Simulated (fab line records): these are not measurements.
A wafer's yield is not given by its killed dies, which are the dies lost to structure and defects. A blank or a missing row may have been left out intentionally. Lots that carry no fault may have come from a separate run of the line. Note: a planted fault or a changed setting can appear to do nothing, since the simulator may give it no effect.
fab line records	flow sky130
record lots=14	wafers=42	last-day=50
route steps=708 shown CONTACT@429 METAL1@434 VIA1@458 PAD_OPEN@708
lots that met no fault: taken from a fault-free run of the same line
start-h: the number of hours between the record's first day and the start of the first shown wafer of the lot	wait-h: how many hours have passed since the lot's step before this one	" unchanged from the row above	L1.1+2: a row that stands for several wafers	- no value present, or no start provided	* or withheld: withheld	< > ~ a bound
route shown NAME@n: names a module that has steps shown in the file, with the first one's number in the route	usual: mean and standard deviation over wafers with no fault	same: alike in all rows	chamber/n: place in a boat	sites: the reading at each site	_std_site: how widely they spread, as a standard deviation	_edge_site: the outer-site mean with the inner-site mean subtracted	radius-mm: for every site, how far away it sits from the centre of the wafer	mask NAME#n: copy n	behind: the last tool/chamber to shape the wafer	hold: why the lot was held/for how many hours/how that ended	device: names the non-switching transistor (n, p or np)	end of line: the same wafers' tests at the end of the route	for a step that has no rows: nothing shown but its recipe	killed: at the first sort, the dies lost to defects and structure; wafer yield is something else	map: a wafer's dies, x killed, . not, _ none there
set.NAME: setting as actually run; set.NAME@STEP: the setting as run at that earlier step	model.NAME: the simulator's own value behind a step, which no gauge read
one table for each step of the route and one row for each wafer, over a sample of lots
services: from which hour (start-h, from the record's first day; less than 0 if before it) a tool's chamber was out of use, for how many hours, and why
## steps
# step SKY_CONTACT_SPUTTER_23
# recipe material=TiN	target-thk-nm=20	chamber-pressure-pa=5	power-w=4000	time-s=80
# usual chamber-pressure-pa=4.999/0.011	throttle-valve-pct=29.9/0.88
lot.wafer	tool	chamber	start-h	wait-h	chamber-pressure-pa	throttle-valve-pct
L412.1	pvd-sputter-02	-	754.59	0.0	4.988	31.3
L412.3	"	-	"	"	5.000	28.5
L412.4	"	-	"	"	5.007	31.9
L415.4	pvd-sputter-02	-	778.68	0.0	4.995	29.6
L415.5	"	-	"	"	4.996	31.7
L415.6	"	-	"	"	5.011	28.5
L413.1	pvd-sputter-04	-	780.24	0.0	5.005	30.7
L413.4	"	-	"	"	4.996	29.9
L413.6	"	-	"	"	4.997	29.7
L420.2	pvd-sputter-03	-	825.21	0.0	5.017	30.0
L420.5	"	-	"	"	5.025	29.7
L420.6	"	-	"	"	5.009	29.6
L421.2	pvd-sputter-04	-	829.26	0.0	4.997	30.3
L421.4	"	-	"	"	4.993	30.2
L421.6	"	-	"	"	4.999	30.6
L422.1	pvd-sputter-04	-	833.17	0.0	5.001	30.0
L422.4	"	-	"	"	4.997	30.5
L422.6	"	-	"	"	4.996	30.7
L423.1	pvd-sputter-03	-	842.15	0.0	4.989	29.4
L423.4	"	-	"	"	4.996	28.5
L423.5	"	-	"	"	4.989	29.7
L426.3	pvd-sputter-04	-	861.96	0.0	4.992	30.7
L426.4	"	-	"	"	4.994	30.5
L426.5	"	-	"	"	4.986	30.1
L427.1	pvd-sputter-02	-	875.97	0.0	5.009	31.2
L427.2	"	-	"	"	5.008	31.5
L427.5	"	-	"	"	5.010	29.6
L428.3	pvd-sputter-02	-	877.71	0.0	5.011	31.7
L428.4	"	-	"	"	4.997	29.6
L428.5	"	-	"	"	4.988	29.4
L429.1	pvd-sputter-04	-	879.61	0.0	4.991	30.1
L429.3	"	-	"	"	5.016	30.4
L429.6	"	-	"	"	4.997	29.3
L431.2	pvd-sputter-04	-	889.43	0.0	5.011	29.0
L431.3	"	-	"	"	4.980	30.4
L431.4	"	-	"	"	4.998	29.9
L432.2	pvd-sputter-03	-	905.93	0.0	4.987	28.9
L432.3	"	-	"	"	4.995	29.8
L432.4	"	-	"	"	4.995	29.5
L434.1	pvd-sputter-03	-	914.85	0.0	4.986	29.4
L434.4	"	-	"	"	5.001	29.4
L434.6	"	-	"	"	4.998	29.7
# step SKY_METAL1_SPUTTER_00
# recipe material=Ti	target-thk-nm=15	power-w=3000	time-s=10	chamber-pressure-pa=0.4
# usual chamber-pressure-pa=0.3999/0.00086	throttle-valve-pct=30.1/1
lot.wafer	tool	chamber	start-h	wait-h	chamber-pressure-pa	throttle-valve-pct
L412.1	pvd-sputter-01	-	756.77	0.2	0.3993	29.7
L412.3	"	-	"	"	0.4008	31.2
L412.4	"	-	"	"	0.4002	30.8
L415.4	pvd-sputter-03	-	779.33	0.2	0.3993	29.8
L415.5	"	-	"	"	0.3984	29.3
L415.6	"	-	"	"	0.3997	28.8
L413.1	pvd-sputter-01	-	780.89	0.2	0.3996	31.5
L413.4	"	-	"	"	0.4001	30.9
L413.6	"	-	"	"	0.4009	29.8
L420.2	pvd-sputter-01	-	825.86	0.2	0.3996	30.9
L420.5	"	-	"	"	0.3999	31.1
L420.6	"	-	"	"	0.4007	31.2
L421.2	pvd-sputter-03	-	829.91	0.2	0.3979	29.9
L421.4	"	-	"	"	0.3996	29.9
L421.6	"	-	"	"	0.3994	29.7
L422.1	pvd-sputter-03	-	833.82	0.1	0.4002	28.7
L422.4	"	-	"	"	0.4010	29.9
L422.6	"	-	"	"	0.4014	28.8
L423.1	pvd-sputter-02	-	842.91	0.2	0.3983	31.7
L423.4	"	-	"	"	0.4010	28.7
L423.5	"	-	"	"	0.3982	31.9
L426.3	pvd-sputter-03	-	862.61	0.1	0.3991	28.7
L426.4	"	-	"	"	0.3990	29.5
L426.5	"	-	"	"	0.3996	28.7
L427.1	pvd-sputter-01	-	876.62	0.1	0.3995	31.1
L427.2	"	-	"	"	0.4007	31.6
L427.5	"	-	"	"	0.4010	31.1
L428.3	pvd-sputter-01	-	878.36	0.1	0.3992	31.2
L428.4	"	-	"	"	0.4002	31.5
L428.5	"	-	"	"	0.4009	31.0
L429.1	pvd-sputter-02	-	880.26	0.1	0.4014	28.4
L429.3	"	-	"	"	0.3985	31.0
L429.6	"	-	"	"	0.3982	31.6
L431.2	pvd-sputter-02	-	890.08	0.1	0.3999	28.4
L431.3	"	-	"	"	0.3993	29.7
L431.4	"	-	"	"	0.4003	31.2
L432.2	pvd-sputter-02	-	906.58	0.2	0.3999	28.3
L432.3	"	-	"	"	0.4002	31.6
L432.4	"	-	"	"	0.3992	31.4
L434.1	pvd-sputter-02	-	915.50	0.2	0.3998	31.2
L434.4	"	-	"	"	0.3996	28.7
L434.6	"	-	"	"	0.3990	31.3
# step SKY_METAL1_STRIP_20
# recipe chemistry=O2/N2	power-w=1400	pressure-mtorr=1500	platen-temp-c=withheld	o2-flow-sccm=3000	n2-flow-sccm=300	overash-fraction=0.5
# usual drypump-motor-current-A=5.8/0.48	oes-product-au=0.344/0.0055	strip-time-to-endpoint-s=2.73/0.049
lot.wafer	tool	chamber	start-h	wait-h	drypump-motor-current-A	oes-product-au	rf-hours-counter-h	strip-time-to-endpoint-s
L412.1	plasma-asher-02	1	784.02	0.1	5.2	0.343	68	2.68
L412.3	"	0	"	"	5.1	0.347	-	2.76
L412.4	"	1	"	"	5.2	0.345	-	2.71
L415.4	plasma-asher-04	0	807.31	0.1	6.4	0.337	-	2.59
L415.5	"	1	"	"	6.0	0.335	-	2.69
L415.6	"	0	"	"	6.3	0.339	-	2.61
L413.1	plasma-asher-03	1	808.72	0.1	6.1	0.345	7	2.79
L413.4	"	0	"	"	6.1	0.348	-	2.81
L413.6	"	0	"	"	6.1	0.340	-	2.80
L420.2	plasma-asher-04	0	852.82	0.1	6.3	0.341	44	2.69
L420.5	"	0	"	"	6.4	0.349	-	2.72
L420.6	"	1	"	"	6.0	0.349	-	2.74
L421.2	plasma-asher-04	1	857.42	0.1	6.1	0.351	44	2.75
L421.4	"	1	"	"	6.0	0.340	-	2.73
L421.6	"	1	"	"	6.0	0.339	-	2.74
L422.1	plasma-asher-04	0	861.40	0.1	6.4	0.345	44	2.71
L422.4	"	0	"	"	6.4	0.346	-	2.72
L422.6	"	0	"	"	6.4	0.337	-	2.73
L423.1	plasma-asher-02	1	870.02	0.1	5.2	0.345	76	2.73
L423.4	"	0	"	"	5.2	0.342	-	2.67
L423.5	"	1	"	"	5.2	0.347	-	2.67
L426.3	plasma-asher-04	1	889.76	0.1	6.0	0.341	-	2.69
L426.4	"	0	"	"	6.4	0.346	-	2.67
L426.5	"	1	"	"	6.0	0.344	-	2.69
L427.1	plasma-asher-02	0	902.97	0.1	5.2	0.350	78	2.76
L427.2	"	1	"	"	5.2	0.341	78	2.76
L427.5	"	1	"	"	5.2	0.344	-	2.79
L428.3	plasma-asher-03	1	905.16	0.1	6.1	0.347	-	2.73
L428.4	"	0	"	"	6.1	0.356	-	2.78
L428.5	"	1	"	"	6.1	0.345	-	2.69
L429.1	plasma-asher-03	1	907.22	0.1	6.1	0.335	17	2.73
L429.3	"	0	"	"	6.1	0.345	-	2.74
L429.6	"	0	"	"	6.1	0.334	-	2.74
L431.2	plasma-asher-02	0	916.27	0.1	5.2	0.341	79	2.70
L431.3	"	1	"	"	5.2	0.348	-	2.71
L431.4	"	0	"	"	5.2	0.348	-	2.71
L432.2	plasma-asher-02	1	932.77	0.1	5.2	0.345	81	2.77
L432.3	"	1	"	"	5.2	0.352	-	2.80
L432.4	"	0	"	"	5.2	0.337	-	2.75
L434.1	plasma-asher-04	0	941.62	0.1	6.4	0.349	53	2.71
L434.4	"	1	"	"	6.0	0.351	-	2.71
L434.6	"	0	"	"	6.4	0.338	-	2.71
# step SKY_VIA1_HDPCVD_00
# recipe material=SiO2	target-thk-nm=1030	sigma-open-frac=0.3	time-s=171.7	temp-c=400	sih4-flow-sccm=60	pressure-mtorr=6
# usual pressure-mtorr=6.002/0.011	run-length-s=199.6/0.37
lot.wafer	tool	chamber	start-h	wait-h	pressure-mtorr	run-length-s
L412.1	hdpcvd-02	1	784.67	0.0	6.007	199.6
L412.3	"	0	"	"	6.001	200.0
L412.4	"	0	"	"	6.012	199.9
L415.4	hdpcvd-02	2	807.95	0.1	5.995	199.5
L415.5	"	0	"	"	6.005	199.7
L415.6	"	1	"	"	6.019	200.0
L413.1	hdpcvd-01	1	809.32	0.0	5.995	199.7
L413.4	"	1	"	"	5.982	199.7
L413.6	"	2	"	"	5.990	199.5
L420.2	hdpcvd-02	1	853.43	0.0	5.993	199.7
L420.5	"	2	"	"	5.984	199.0
L420.6	"	0	"	"	6.011	200.2
L421.2	hdpcvd-01	0	858.08	0.0	-	-
L421.4	"	2	"	"	-	-
L421.6	"	1	"	"	-	-
L422.1	hdpcvd-01	0	862.06	0.0	-	-
L422.4	"	0	"	"	-	-
L422.6	"	2	"	"	-	-
L423.1	hdpcvd-01	2	870.62	0.0	-	-
L423.4	"	1	"	"	-	-
L423.5	"	0	"	"	-	-
L426.3	hdpcvd-02	0	890.32	0.0	5.991	199.8
L426.4	"	1	"	"	6.002	200.3
L426.5	"	0	"	"	5.989	199.8
L427.1	hdpcvd-02	1	903.61	0.0	6.014	200.0
L427.2	"	0	"	"	5.989	200.1
L427.5	"	1	"	"	6.005	199.5
L428.3	hdpcvd-01	0	905.73	0.0	5.995	200.0
L428.4	"	0	"	"	5.995	199.3
L428.5	"	2	"	"	5.999	199.1
L429.1	hdpcvd-01	0	907.83	0.0	5.990	199.1
L429.3	"	2	"	"	5.989	199.6
L429.6	"	0	"	"	5.988	200.0
L431.2	hdpcvd-01	2	916.86	0.0	6.027	199.5
L431.3	"	0	"	"	5.991	199.5
L431.4	"	2	"	"	6.003	199.2
L432.2	hdpcvd-01	2	933.37	0.0	6.002	199.4
L432.3	"	0	"	"	6.009	199.3
L432.4	"	2	"	"	6.022	199.3
L434.1	hdpcvd-02	2	942.22	0.0	5.987	199.2
L434.4	"	2	"	"	6.006	198.9
L434.6	"	1	"	"	6.027	199.2
# step SKY_PAD_OPEN_PROBE_99
# usual defect-limited-yield=82.5/1.9	killed_at_M0_to_M3=43/6.8	killed_at_M4_up=3.2/2	killed-at-contacts=24/5.3	killed-at-front-end=16/4.4	killed-at-other=0.3/0.54	killed-dies=86/9.4	killed-open=48/6.6	killed-short=38/6.5	sort_bin_3_pad_short=0.8/0.4	sort_bin_5_function=10.4/1.5	sort_bin_6_memory=6.3/1.2	sort-n-pass=406/9.4	sort-yield-pct=82.5/1.9
# same gross-dies=492	killed-at-back-side=0	sort_bin_4_leakage[%]=0	sort_bin_8_speed[%]=0
lot.wafer	tool	chamber	start-h	wait-h	defect-limited-yield[%]	killed_at_M0_to_M3	killed_at_M4_up	killed-at-contacts	killed-at-front-end	killed-at-other	killed-dies	killed-open	killed-short	sort_bin_3_pad_short[%]	sort_bin_5_function[%]	sort_bin_6_memory[%]	sort-n-pass	sort-yield-pct[%]
L412.1	prober-01	-	1099.78	0.1	84.8	33	2	24	16	0	75	42	33	1.0	9.1	5.1	417	84.8
L412.3	prober-01	-	1099.88	0.2	82.1	48	5	19	16	0	88	45	43	0.6	10.4	6.9	404	82.1
L412.4	prober-01	-	1099.93	0.2	79.5	57	3	23	17	1	101	54	47	0.4	12.8	7.3	391	79.5
L415.4	prober-01	-	1116.96	0.2	83.9	42	1	17	19	0	79	45	34	0.8	8.9	6.3	413	83.9
L415.5	prober-01	-	1117.01	0.2	82.5	39	3	28	16	0	86	49	37	0.6	8.5	8.3	406	82.5
L415.6	prober-01	-	1117.06	0.2	80.1	55	3	25	15	0	98	59	39	0.8	11.8	7.3	394	80.1
L413.1	prober-02	-	1119.22	0.1	79.9	52	8	24	14	1	99	52	47	1.4	11.4	7.3	393	79.9
L413.4	prober-02	-	1119.37	0.2	80.5	49	4	29	14	0	96	46	50	1.0	11.8	6.7	396	80.5
L413.6	prober-02	-	1119.47	0.2	81.7	52	2	18	18	0	90	42	48	0.8	11.4	6.1	402	81.7
L420.2	prober-01	-	1152.09	0.1	83.1	45	1	20	17	0	83	47	36	0.2	10.2	6.5	409	83.1
L420.5	prober-01	-	1152.24	0.2	80.5	51	3	24	17	1	96	57	38	0.4	11.2	7.9	396	80.5
L420.6	prober-01	-	1152.29	0.2	85.6	29	2	24	16	0	71	45	26	0.6	7.9	5.9	421	85.6
L426.3	prober-01	-	1178.33	0.2	78.5	57	5	30	14	0	106	52	53	1.0	11.2	9.3	386	78.5
L426.4	prober-01	-	1178.38	0.2	81.7	42	6	18	24	0	90	55	33	1.0	11.8	5.5	402	81.7
L426.5	prober-01	-	1178.43	0.2	78.5	50	5	32	19	0	106	60	45	0.8	11.8	8.9	386	78.5
L427.1	prober-02	-	1186.84	0.1	82.7	43	5	18	18	1	85	42	43	0.2	11.8	5.3	407	82.7
L427.2	prober-02	-	1186.89	0.1	85.6	32	2	17	19	1	71	33	37	0.4	8.7	5.3	421	85.6
L427.5	prober-02	-	1187.04	0.2	81.7	49	1	26	14	0	90	51	39	0.4	11.0	6.9	402	81.7
L428.3	prober-01	-	1188.55	0.2	83.7	49	3	13	15	0	80	44	36	0.6	9.6	6.1	412	83.7
L428.4	prober-01	-	1188.60	0.2	81.5	45	2	22	22	0	91	46	45	0.6	7.7	10.2	401	81.5
L428.5	prober-01	-	1188.65	0.2	83.5	30	5	32	13	1	81	46	35	1.8	8.7	5.9	411	83.5
L429.1	prober-02	-	1189.91	0.1	82.9	37	6	30	10	1	84	41	43	0.4	10.2	6.5	408	82.9
L429.3	prober-02	-	1190.01	0.2	80.9	44	4	27	19	0	94	54	40	0.6	8.5	10.0	398	80.9
L429.6	prober-02	-	1190.16	0.2	82.1	39	1	28	19	1	88	49	39	0.6	10.6	6.7	404	82.1
L431.2	prober-01	-	1194.42	0.1	85.6	24	5	28	14	0	71	36	35	0.4	10.6	3.5	421	85.6
L431.3	prober-01	-	1194.47	0.2	77.4	51	4	35	21	0	111	60	51	1.4	12.6	8.5	381	77.4
L431.4	prober-01	-	1194.52	0.2	82.9	51	1	19	12	1	84	50	33	0.6	9.6	6.9	408	82.9
L432.2	prober-02	-	1206.58	0.1	83.5	38	2	24	17	0	81	53	28	0.4	9.1	6.9	411	83.5
L432.3	prober-02	-	1206.63	0.2	82.9	41	2	27	14	0	84	49	35	0.6	8.7	7.7	408	82.9
L432.4	prober-02	-	1206.68	0.2	80.3	56	1	22	18	0	97	55	40	0.6	12.2	6.9	395	80.3
L434.1	prober-02	-	1209.31	0.1	80.7	51	3	24	17	0	95	48	47	0.8	12.0	6.5	397	80.7
L434.4	prober-02	-	1209.46	0.2	82.9	34	1	30	18	1	84	50	34	1.2	8.7	7.1	408	82.9
L434.6	prober-02	-	1209.56	0.2	83.5	40	3	29	9	0	81	55	25	0.4	11.0	5.1	411	83.5
# killed by level:class
L412.1 VIA1:geometric-particle:open=9 CONTACT:geometric-particle:open=8 LOCAL_INTERCONNECT:geometric-particle:short=7 FIELD_ISO:geometric-particle:short=6 LI_CONTACT:geometric-particle:open=6 VIA3:geometric-particle:open=6 VIA2:geometric-particle:open=4 METAL2:geometric-particle:short=3
L412.3 VIA1:geometric-particle:open=14 VIA2:geometric-particle:open=8 CONTACT:geometric-particle:open=7 CONTACT:geometric-particle:short=6 FIELD_ISO:geometric-particle:short=5 FIELD_ISO:geometric-particle:open=5 METAL2:geometric-particle:short=5 LI_CONTACT:geometric-particle:short=4
L412.4 CONTACT:geometric-particle:open=12 VIA1:geometric-particle:open=12 METAL2:geometric-particle:short=9 VIA3:geometric-particle:open=8 VIA2:geometric-particle:open=6 VIA2:geometric-particle:short=5 METAL3:geometric-particle:short=5 FIELD_ISO:geometric-particle:short=4
L415.4 LI_CONTACT:geometric-particle:open=9 VIA1:geometric-particle:open=8 VIA2:geometric-particle:open=7 VIA3:geometric-particle:open=7 POLY_GATE:geometric-particle:short=5 VIA1:geometric-particle:short=5 CONTACT:geometric-particle:open=5 FIELD_ISO:geometric-particle:short=4
L415.5 VIA1:geometric-particle:open=11 CONTACT:geometric-particle:open=10 LI_CONTACT:geometric-particle:open=7 VIA3:geometric-particle:open=7 POLY_GATE:geometric-particle:open=6 VIA2:geometric-particle:open=5 FIELD_ISO:geometric-particle:short=5 LI_CONTACT:geometric-particle:short=5
L415.6 VIA2:geometric-particle:open=10 VIA3:geometric-particle:open=9 METAL2:geometric-particle:short=9 CONTACT:geometric-particle:open=8 LI_CONTACT:geometric-particle:open=7 VIA1:geometric-particle:open=7 VIA3:geometric-particle:short=5 POLY_GATE:geometric-particle:open=4
L413.1 CONTACT:geometric-particle:open=10 LI_CONTACT:geometric-particle:open=8 VIA1:geometric-particle:open=7 METAL1:geometric-particle:short=7 VIA1:geometric-particle:short=7 VIA2:geometric-particle:open=7 VIA3:geometric-particle:short=5 VIA3:geometric-particle:open=5
L413.4 CONTACT:geometric-particle:open=11 VIA1:geometric-particle:short=9 VIA3:geometric-particle:open=9 LI_CONTACT:geometric-particle:open=7 FIELD_ISO:geometric-particle:short=6 METAL1:geometric-particle:short=6 VIA1:geometric-particle:open=6 METAL2:geometric-particle:short=6
L413.6 VIA1:geometric-particle:open=12 METAL1:geometric-particle:short=11 CONTACT:geometric-particle:open=7 METAL3:geometric-particle:short=7 CONTACT:geometric-particle:short=6 FIELD_ISO:geometric-particle:open=5 FIELD_ISO:geometric-particle:short=5 VIA2:geometric-particle:open=5
L420.2 VIA1:geometric-particle:open=13 CONTACT:geometric-particle:open=9 VIA3:geometric-particle:short=6 POLY_GATE:geometric-particle:short=6 POLY_GATE:geometric-particle:open=6 VIA3:geometric-particle:open=6 LI_CONTACT:geometric-particle:open=5 VIA1:geometric-particle:short=4
L420.5 VIA1:geometric-particle:open=21 CONTACT:geometric-particle:short=9 CONTACT:geometric-particle:open=8 VIA3:geometric-particle:open=8 VIA1:geometric-particle:short=5 POLY_GATE:geometric-particle:short=4 POLY_GATE:geometric-particle:open=4 LOCAL_INTERCONNECT:geometric-particle:short=4
L420.6 CONTACT:geometric-particle:open=9 VIA1:geometric-particle:open=7 VIA3:geometric-particle:open=6 METAL2:geometric-particle:short=5 LI_CONTACT:geometric-particle:open=5 CONTACT:geometric-particle:short=5 FIELD_ISO:geometric-particle:open=3 FIELD_ISO:geometric-particle:short=3
L426.3 VIA1:geometric-particle:open=14 CONTACT:geometric-particle:open=11 METAL1:geometric-particle:short=7 LI_CONTACT:geometric-particle:open=7 LOCAL_INTERCONNECT:geometric-particle:short=7 VIA1:geometric-particle:short=6 METAL2:geometric-particle:short=6 VIA2:geometric-particle:open=6
L426.4 VIA1:geometric-particle:open=11 POLY_GATE:geometric-particle:open=7 CONTACT:geometric-particle:open=7 LI_CONTACT:geometric-particle:open=6 VIA3:geometric-particle:open=6 FIELD_ISO:geometric-particle:open=5 POLY_GATE:geometric-particle:short=5 METAL4:geometric-particle:short=5
L426.5 CONTACT:geometric-particle:open=18 VIA1:geometric-particle:open=13 LI_CONTACT:geometric-particle:open=7 FIELD_ISO:geometric-particle:short=6 FIELD_ISO:geometric-particle:open=6 VIA2:geometric-particle:short=6 VIA1:geometric-particle:short=5 METAL1:geometric-particle:short=5
L427.1 CONTACT:geometric-particle:open=10 METAL2:geometric-particle:short=9 VIA3:geometric-particle:open=9 METAL1:geometric-particle:short=8 VIA2:geometric-particle:open=8 POLY_GATE:geometric-particle:short=7 LI_CONTACT:geometric-particle:open=4 FIELD_ISO:geometric-particle:short=3
L427.2 VIA1:geometric-particle:open=8 FIELD_ISO:geometric-particle:short=6 LI_CONTACT:geometric-particle:open=5 METAL1:geometric-particle:short=5 VIA2:geometric-particle:open=5 POLY_GATE:geometric-particle:short=4 POLY_GATE:geometric-particle:open=3 POLY_CUT:geometric-particle:open=3
L427.5 VIA1:geometric-particle:open=11 LI_CONTACT:geometric-particle:open=9 VIA1:geometric-particle:short=8 VIA2:geometric-particle:open=8 CONTACT:geometric-particle:open=7 METAL1:geometric-particle:short=6 METAL2:geometric-particle:short=6 CONTACT:geometric-particle:short=5
L428.3 METAL1:geometric-particle:short=9 VIA1:geometric-particle:open=9 VIA2:geometric-particle:open=8 FIELD_ISO:geometric-particle:open=5 POLY_GATE:geometric-particle:open=5 METAL2:geometric-particle:short=5 LOCAL_INTERCONNECT:geometric-particle:short=4 VIA1:geometric-particle:short=4
L428.4 LI_CONTACT:geometric-particle:open=8 FIELD_ISO:geometric-particle:short=7 CONTACT:geometric-particle:open=7 POLY_GATE:geometric-particle:short=6 METAL1:geometric-particle:short=6 VIA2:geometric-particle:open=6 VIA1:geometric-particle:open=6 POLY_GATE:geometric-particle:open=5
L428.5 CONTACT:geometric-particle:open=10 LI_CONTACT:geometric-particle:open=7 VIA1:geometric-particle:open=7 FIELD_ISO:geometric-particle:open=5 LOCAL_INTERCONNECT:geometric-particle:short=5 VIA3:geometric-particle:open=5 FIELD_ISO:geometric-particle:short=4 CONTACT:geometric-particle:short=4
L429.1 VIA1:geometric-particle:short=9 CONTACT:geometric-particle:open=9 LOCAL_INTERCONNECT:geometric-particle:short=7 METAL2:geometric-particle:short=6 CONTACT:geometric-particle:short=6 VIA1:geometric-particle:open=6 POLY_GATE:geometric-particle:open=5 LI_CONTACT:geometric-particle:open=5
L429.3 VIA1:geometric-particle:open=14 CONTACT:geometric-particle:open=12 VIA3:geometric-particle:open=8 POLY_GATE:geometric-particle:short=5 VIA2:geometric-particle:short=5 LI_CONTACT:geometric-particle:short=4 POLY_GATE:geometric-particle:open=4 LI_CONTACT:geometric-particle:open=4
L429.6 CONTACT:geometric-particle:short=10 CONTACT:geometric-particle:open=9 VIA1:geometric-particle:open=9 METAL3:geometric-particle:short=8 LI_CONTACT:geometric-particle:open=7 POLY_GATE:geometric-particle:open=5 VIA3:geometric-particle:open=5 VIA2:geometric-particle:open=5
L431.2 CONTACT:geometric-particle:open=11 LI_CONTACT:geometric-particle:open=7 VIA1:geometric-particle:short=6 LOCAL_INTERCONNECT:geometric-particle:short=5 FIELD_ISO:geometric-particle:short=4 POLY_GATE:geometric-particle:open=4 CONTACT:geometric-particle:short=4 VIA1:geometric-particle:open=4
L431.3 CONTACT:geometric-particle:open=13 VIA1:geometric-particle:open=13 CONTACT:geometric-particle:short=9 LI_CONTACT:geometric-particle:open=8 FIELD_ISO:geometric-particle:short=7 VIA2:geometric-particle:open=7 METAL1:geometric-particle:short=6 VIA2:geometric-particle:short=5
L431.4 VIA1:geometric-particle:open=15 VIA2:geometric-particle:open=10 CONTACT:geometric-particle:open=7 POLY_GATE:geometric-particle:open=5 VIA1:geometric-particle:short=5 METAL1:geometric-particle:short=4 METAL2:geometric-particle:short=4 VIA3:geometric-particle:open=4
L432.2 VIA1:geometric-particle:open=17 CONTACT:geometric-particle:open=8 LI_CONTACT:geometric-particle:open=7 VIA3:geometric-particle:open=6 FIELD_ISO:geometric-particle:short=4 FIELD_ISO:geometric-particle:open=3 POLY_GATE:geometric-particle:open=3 CONTACT:geometric-particle:short=3
L432.3 VIA1:geometric-particle:open=18 CONTACT:geometric-particle:open=10 LI_CONTACT:geometric-particle:open=6 VIA2:geometric-particle:open=5 VIA3:geometric-particle:open=5 FIELD_ISO:geometric-particle:short=4 CONTACT:geometric-particle:short=4 POLY_GATE:geometric-particle:short=3
L432.4 VIA1:geometric-particle:open=15 CONTACT:geometric-particle:open=8 METAL1:geometric-particle:short=7 VIA2:geometric-particle:open=7 VIA1:geometric-particle:short=7 VIA3:geometric-particle:open=7 LI_CONTACT:geometric-particle:open=5 POLY_GATE:geometric-particle:open=4
L434.1 LI_CONTACT:geometric-particle:open=11 VIA1:geometric-particle:open=10 VIA3:geometric-particle:open=7 VIA1:geometric-particle:short=7 METAL1:geometric-particle:short=6 FIELD_ISO:geometric-particle:short=5 METAL2:geometric-particle:short=5 CONTACT:geometric-particle:open=5
L434.4 CONTACT:geometric-particle:open=11 LI_CONTACT:geometric-particle:open=9 FIELD_ISO:geometric-particle:open=8 VIA1:geometric-particle:open=8 METAL1:geometric-particle:short=5 POLY_GATE:geometric-particle:open=4 LI_CONTACT:geometric-particle:short=4 CONTACT:geometric-particle:short=4
L434.6 CONTACT:geometric-particle:open=15 VIA1:geometric-particle:open=12 LI_CONTACT:geometric-particle:open=8 VIA3:geometric-particle:open=8 METAL3:geometric-particle:short=6 METAL2:geometric-particle:short=5 VIA2:geometric-particle:open=4 FIELD_ISO:geometric-particle:open=3
## services
tool	chamber	start-h	hours	kind
plasma-asher-03	-	733.75	9.0	pm
plasma-asher-03	0	733.75	9.0	vent-cycle
plasma-asher-03	1	733.75	9.0	vent-cycle
plasma-asher-03	0	742.75	-	clean
plasma-asher-03	1	742.75	-	clean
pvd-sputter-03	-	754.15	9.5	repair
plasma-asher-04	-	763.39	1.6	repair
pvd-sputter-01	-	765.03	9.7	repair
pvd-sputter-03	-	767.52	0.8	repair
pvd-sputter-01	-	773.39	1.7	repair
plasma-asher-02	-	797.69	3.7	repair
hdpcvd-01	-	804.27	0.9	repair
plasma-asher-03	-	817.45	2.9	repair
hdpcvd-01	-	819.33	3.0	repair
pvd-sputter-04	-	866.49	1.7	repair
plasma-asher-02	-	879.25	14.6	pm
pvd-sputter-02	-	887.03	0.6	repair
plasma-asher-02	-	900.74	1.3	repair
pvd-sputter-04	-	908.70	1.4	repair
pvd-sputter-03	-	911.46	1.9	repair
pvd-sputter-04	-	911.85	1.4	repair
## key
first-sign step=SKY_VIA1_HDPCVD_00	reading=tool-record	direction=missing
effect none on later readings
met-at SKY_VIA1_HDPCVD_00
struck-lots L421,L422,L423
scrapped-behind SKY_VIA1_THK_MEAS_01 L421.2,L421.4,L421.6,L422.1,L422.4,L422.6,L423.1,L423.4,L423.5
not-acting-at SKY_CONTACT_SPUTTER_23,SKY_METAL1_SPUTTER_00,SKY_METAL1_STRIP_20
onset-between 809.32 858.08
fault kind=skipped-step-whole	tool=hdpcvd-01	chamber=-	onset-h=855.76	steps=SKY_VIA1_HDPCVD_00	scope=struck-lots-only
